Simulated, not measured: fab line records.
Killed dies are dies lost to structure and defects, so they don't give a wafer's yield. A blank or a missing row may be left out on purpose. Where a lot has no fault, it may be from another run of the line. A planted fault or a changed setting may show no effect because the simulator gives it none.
A struck lot beside a sound one || flow sky130 || 19 out of 708 route steps
Sound: the wafers L403.1, L403.3, L403.5. Wafers struck: L407.2, L407.3, L407.4. The cause is given at the end.
Each step with rows lists, per side, the tool, then ch with its chambers, then its first start. Under that, the readings that differ: sound wafers || struck wafers || difference of the means || sigmas: that difference in standard deviations of wafers without a fault.
alike: a reading whose means differ by less than 2 such deviations, as well as words and numbers matching on both sides. not compared: withheld readings; readings where some wafer has no value; bounds like >300 that might hide an equal value; numbers whose values overlap and for which the record gives no deviation.
The two part at a step that has a row with sigmas, a row that says differs or no value, or rows on one side only. When numbers do not overlap yet have no deviation, they are printed without sigmas and do not part them. Lack of a reading on every wafer of one side parts them only where that side has two or more wafers.

first, 4 steps without rows for these wafers: SKY_VT_ADJUST_LVTN_SOFTBAKE_14 (time 60 s); SKY_VT_ADJUST_LVTN_EXPOSE_15 (exposes mask HVN STD DERIVED, target cd 600 nm); SKY_VT_ADJUST_LVTN_PEB_16; SKY_VT_ADJUST_LVTN_DEVELOP_17 (develop time 60 s).
SKY_VT_ADJUST_LVTN_OVL_MEAS_18:
  sound on overlay-02 at day 8 15:35; struck on overlay-01 at day 9 20:33
  alike: VT_ADJUST_LVTN_01_OVL
next, for these wafers, 1 step has no rows: SKY_VT_ADJUST_LVTN_IMPLANT_19.
SKY_VT_ADJUST_LVTN_STRIP_20: strips in O2/N2.
  sound on plasma_asher-03 ch 0, day 8 15:46; struck on plasma_asher-03 ch 0,1, day 9 20:44
  alike: chamber_pressure_mTorr, drypump_motor_current_A, oes_product_au, strip_time_to_endpoint_s
  not compared: rf_hours_counter_h
SKY_VT_ADJUST_LVTN_TW_MEAS_21:
  sound on film_metro-04 at day 8 15:52; struck on film_metro-01 at day 9 20:50
{"reading": "VT_ADJUST_LVTN_2_TW", "sound": "184.5 184.2 184.4", "struck": "189.8 189.3 189.0", "difference": "+5.0", "sigmas": "+3"}
then, 4 steps without rows for these wafers: SKY_VT_ADJUST_NCORE_DEHYDRATE_00 (time 60 s); SKY_VT_ADJUST_NCORE_HMDS_01 (prime time 60 s); SKY_VT_ADJUST_NCORE_COAT_02 (resist thk 1140 nm); SKY_VT_ADJUST_NCORE_SOFTBAKE_03 (time 60 s).
SKY_VT_ADJUST_NCORE_EXPOSE_04: exposes mask LVTN COMPLEMENT THIN, target cd 380 nm.
  sound on iline_stepper-01 ch 0, day 9 02:31; struck on iline_stepper-02 ch 0, day 10 08:17
{"reading": "model.VT_ADJUST_NCORE.overlay_x_nm (nm)", "sound": "-0.5466 -0.5466 -0.5466", "struck": "101.4 101.4 101.4", "difference": "+101.9", "sigmas": ""}
  alike: mask
then, 2 steps without rows for these wafers: SKY_VT_ADJUST_NCORE_PEB_05; SKY_VT_ADJUST_NCORE_DEVELOP_06 (develop time 60 s).
SKY_VT_ADJUST_NCORE_CD_MEAS_07 targets a cd of 380 nm.
  sound on cd_sem-01 at day 9 13:02; struck on cd_sem-01 at day 10 18:39
  alike: cd_nm
SKY_VT_ADJUST_NCORE_OVL_MEAS_08:
  sound on overlay-02 at day 9 13:09; struck on overlay-02 at day 10 18:45
{"reading": "VT_ADJUST_NCORE_OVL (nm)", "sound": "-1.1 0.0 1.8", "struck": "100.9 100.8 99.0", "difference": "+100.0", "sigmas": "+83"}
next, for these wafers, 1 step has no rows: SKY_VT_ADJUST_NCORE_IMPLANT_09.
-- a jump in the record: the struck wafers' starts before and after are 37 days apart (it breaks off in module VT_ADJUST_NCORE and resumes in module PAD_OPEN, where the first step shown is number 708 of the route) --
SKY_PAD_OPEN_PROBE_99:
  sound on prober-01 at day 47 03:45; struck on prober-01 at day 47 14:23
  alike: killed_at_M0_to_M3, killed_at_M4_up, killed_at_contacts, killed_at_front_end, killed_at_other, killed_dies, killed_open, killed_short
  not compared: model.etest.sram_nfet_pass.vt_sat_v

## WHERE THEY PART
Last at SKY_VT_ADJUST_NCORE_OVL_MEAS_08 as far as this record goes, first at SKY_VT_ADJUST_LVTN_TW_MEAS_21. Later steps at which nothing parts them and some readings are alike: SKY_PAD_OPEN_PROBE_99.

WHY: what the simulator had put in
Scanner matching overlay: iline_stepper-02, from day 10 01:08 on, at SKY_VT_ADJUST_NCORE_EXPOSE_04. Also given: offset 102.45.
